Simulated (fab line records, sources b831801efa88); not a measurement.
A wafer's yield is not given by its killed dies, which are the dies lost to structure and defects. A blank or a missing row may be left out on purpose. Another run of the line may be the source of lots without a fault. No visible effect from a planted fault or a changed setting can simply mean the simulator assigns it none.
A struck lot beside a sound one / flow gf180mcu / 15 steps out of a route of 602
Sound: wafers L719.3, L719.4, L719.5. Struck: wafer L725.5 (left out: L725.4, a lot-mate that was not struck); the cause follows at the end.
For every step that has rows: the tool of each side, followed by ch and its chambers, followed by its first start. Under that, the readings that differ: sound wafers / struck wafers / difference of the means / sigmas: that difference in standard deviations of wafers without a fault.
alike: readings whose means differ by less than 2 such deviations, and words and numbers that are the same on both sides. not compared: withheld readings, readings that some wafer has no value for, bounds like >300 that may hide the same value, and numbers for which the record gives no deviation and whose values overlap.
Wherever a step has rows on one side only, a row that says differs or no value, or a row with sigmas, the two part there. Numbers that don't overlap but have no deviation are shown without sigmas and don't part them. Lack of a reading on every wafer of one side parts them only where that side has two or more wafers.

GF_V4_OVL_MEAS_15:
  sound on overlay-02, day 24 16:52; struck on overlay-01, day 26 14:37
  alike: V4_OVL
then, 1 step without rows for these wafers: GF_V4_ETCH_16 (etches BARC in N2/H2).
GF_V4_ETCH_17: etches SiO2 in C4F8/O2/Ar, stops on TiN, target depth 630 nm.
  sound on rie diel-02 ch 0,1; struck on rie diel-01 ch 3
reading=rf fwd power W (W); sound=1495 1490 1497; struck=1483; difference=-11; sigmas=-3
  alike: oes product au
GF_V4_STRIP_18: strips in O2/N2.
  sound on plasma asher-03 ch 0,1, day 24 17:03; struck on plasma asher-03 ch 1, day 26 14:47
  alike: drypump motor current A, heater power w, n2 flow sccm, oes product au
  not compared: rf hours counter h
then, 2 steps without rows for these wafers: GF_V4_STRIP_19 (strips in post etch residue remover, time 1200 s); GF_V4_CLEAN_20 (cleans in DIW).
GF_V4_SPUTTER_21: material Ti, target thk 15 nm, time 80.02 s.
  sound on pvd sputter-01, day 24 17:40; struck on pvd sputter-04, day 26 15:17
  alike: throttle valve pct
GF_V4_SPUTTER_22: material TiN, target thk 10 nm, time 40 s.
  sound on pvd sputter-01, day 24 17:43; struck on pvd sputter-04, day 26 15:21
  alike: throttle valve pct
GF_V4_CVD_23: deposits W, target thk 350 nm, time 104.9 s.
  sound on cvd w-02 ch 0,1, day 24 17:47; struck on cvd w-01 ch 0, day 26 15:26
reading=heater power w (W); sound=754 767 763; struck=910; difference=+149; sigmas=+2
  not compared: since wet clean h
GF_V4_RS_MEAS_24: measures by four-point-probe.
  sound on film metro-02, day 24 17:55; struck on film metro-03, day 26 15:34
  alike: V4_W_RS
GF_V4_THK_MEAS_25: measures by xrf.
  sound on film metro-02, day 24 18:01; struck on film metro-03, day 26 15:39
  alike: V4_W_THK
then, 1 step without rows for these wafers: GF_V4_CMP_26 (polishes, stops on SiO2, t overpolish 15 s, target thk 0 nm).
GF_MIM_SPUTTER_00: material Ti, target thk 37.5 nm, time 150 s.
  sound on pvd sputter-03, day 24 18:21; struck on pvd sputter-03, day 26 15:59
reading=model.Ti_of_MIM_SPUTTER_00.thk nm (nm); sound=37.18 37.41 36.68; struck=22.38; difference=-14.71; sigmas=
  alike: throttle valve pct
then, 1 step without rows for these wafers: GF_MIM_SPUTTER_01 (material TiN, target thk 30 nm, time 25 s).
-- the record jumps here: 4 days lie between the struck wafers' starts before and after (it left off in module MIM and takes up again in module PASSIVATION, whose first step shown is number 602 of the route) --
GF_PASSIVATION_PROBE_99:
  the record has rows for the struck wafers here (prober-02, day 31 00:19) and none for the sound ones

## WHERE THEY PART
At GF_V4_ETCH_17 first; at GF_PASSIVATION_PROBE_99 last (within this record only).

WHY: the cause the simulator had injected
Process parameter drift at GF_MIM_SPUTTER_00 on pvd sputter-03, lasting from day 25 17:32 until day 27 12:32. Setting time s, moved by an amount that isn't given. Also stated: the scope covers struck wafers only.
